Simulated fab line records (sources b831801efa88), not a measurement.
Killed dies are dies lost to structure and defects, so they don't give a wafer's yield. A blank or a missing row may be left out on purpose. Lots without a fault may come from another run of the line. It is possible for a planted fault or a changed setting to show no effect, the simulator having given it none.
Split-lot study ; flow sky130 ; 23 wafers read from 5 lots, route of 708 steps

SPLIT DETAILS
At SKY_NWELL_IMPLANT_11, the setting energy_kev was moved away from the recipe's 400 on 4 of the 23 wafers read, by -4.5% to -1.8%. The other wafers ran this setting at the recipe's value.

FROM THE SPLIT TO THE READING: what the file shows between them, 7 steps
- SKY_NWELL_IMPLANT_12
- SKY_NWELL_IMPLANT_13
- SKY_NWELL_STRIP_14: strips in O2/N2
- SKY_NWELL_IMPLANT_24 (also split here: dose_cm2)
- SKY_NWELL_STRIP_25: strips in O2/N2
- SKY_NWELL_CLEAN_27: cleans in SC1/SC2, time 150 s
- SKY_NWELL_RTA_28: time 30 s

THE READING
Measured at SKY_NWELL_RS_MEAS_29 by four-point probe: NWELL_RS, in ohm/sq. Fault-free wafers of this fab line usually give 624.2 ohm/sq, standard deviation 1.7 ohm/sq.

wafer;tool, chamber at the split;energy_kev as run;against the recipe;NWELL_RS, ohm/sq;against lot-mates on the recipe
L079.1;implanter-04, 0;400;recipe;620.6;-
L079.2;implanter-04, 0;392.9;-1.8%;625.1;+2.8
L079.3;implanter-04, 0;400;recipe;623.1;-
L079.4;implanter-04, 0;392.9;-1.8%;626.8;+4.5
L079.6;implanter-04, 0;400;recipe;623.1;-
L080.1;implanter-01, 0;400;recipe;624.1;-
L080.2;implanter-01, 0;400;recipe;623.7;-
L080.4;implanter-01, 0;400;recipe;623.2;-
L080.5;implanter-01, 0;400;recipe;624.7;-
L080.6;implanter-01, 0;400;recipe;623.7;-
L081.1;implanter-01, 0;400;recipe;623.4;-
L081.2;implanter-01, 0;400;recipe;622.1;-
L081.3;implanter-01, 0;400;recipe;622.5;-
L084.2;implanter-04, 0;400;recipe;623.0;-
L084.3;implanter-04, 0;400;recipe;622.4;-
L084.4;implanter-04, 0;400;recipe;622.9;-
L084.5;implanter-04, 0;400;recipe;622.9;-
L084.6;implanter-04, 0;400;recipe;620.7;-
L085.1;implanter-04, 0;400;recipe;624.5;-
L085.2;implanter-04, 0;400;recipe;624.2;-
L085.3;implanter-04, 0;382.1;-4.5%;629.0;+5.3
L085.5;implanter-04, 0;400;recipe;622.3;-
L085.6;implanter-04, 0;382.1;-4.5%;630.5;+6.8

THE FIT
A straight line over all 23 wafers: NWELL_RS changes by -1.52 ohm/sq for each +1% of energy_kev; r = -0.89; the points scatter about the line by 1.1 ohm/sq.
The same after taking each lot's own level away (the mean of its wafers on the recipe; 23 wafers): -1.44 ohm/sq for each +1%; r = -0.90; scatter 0.93 ohm/sq.
That fit puts the effect of the largest move of energy_kev on the reading at 6.4 ohm/sq.
The span of the lots' own levels, 622.27 to 623.88 ohm/sq, comes to 0.9 times the standard deviation stated above.
The two slopes agree, so the slope changes little with the lot-to-lot level.
Check: with one of the wafers moved furthest among these (-4.5%) left out of the fit, the line predicts +7.4 ohm/sq for it against its lot-mates. Against them it came out at +5.33 ohm/sq.

OTHER SPLITS APPLIED TO THESE WAFERS
Before the reading, these wafers also passed through other splits. Each is held against what the fit with the lots' levels taken away leaves over:
other split on the same wafers;wafers away from the commonest value;r with NWELL_RS (lot level and that fit taken away)
SKY_FIELD_ISO_OXIDATION_01 temp_c;15;+0.05
SKY_FIELD_ISO_EXPOSE_10 dose_mj;10;-0.20
SKY_NWELL_OXIDATION_01 temp_c;15;+0.18
SKY_PWDE_COAT_02 resist_thk_nm;8;+0.09
SKY_NWELL_COAT_05 resist_thk_nm;6;-0.04
SKY_NWELL_IMPLANT_24 dose_cm2;11;-0.09

THE WHOLE CHAIN: every reading that the file lists as answering this split, in the file's order
step;what it does;reading;change (the file's fit);r (the file's)
SKY_NWELL_IMPLANT_11;;implant.rp_nm (the simulator's own value, which no gauge read);+4.47 nm for each +1% of the setting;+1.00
SKY_NWELL_IMPLANT_11;;implant.drp_nm (the simulator's own value, which no gauge read);+0.639 nm for each +1% of the setting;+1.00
SKY_NWELL_RS_MEAS_29;measures by four-point-probe;NWELL_RS;-1.45 for each +1% of the setting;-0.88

THE FILE'S OWN FIT
NWELL_RS changes by -1.45 ohm/sq for each +1% of energy_kev, r = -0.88.
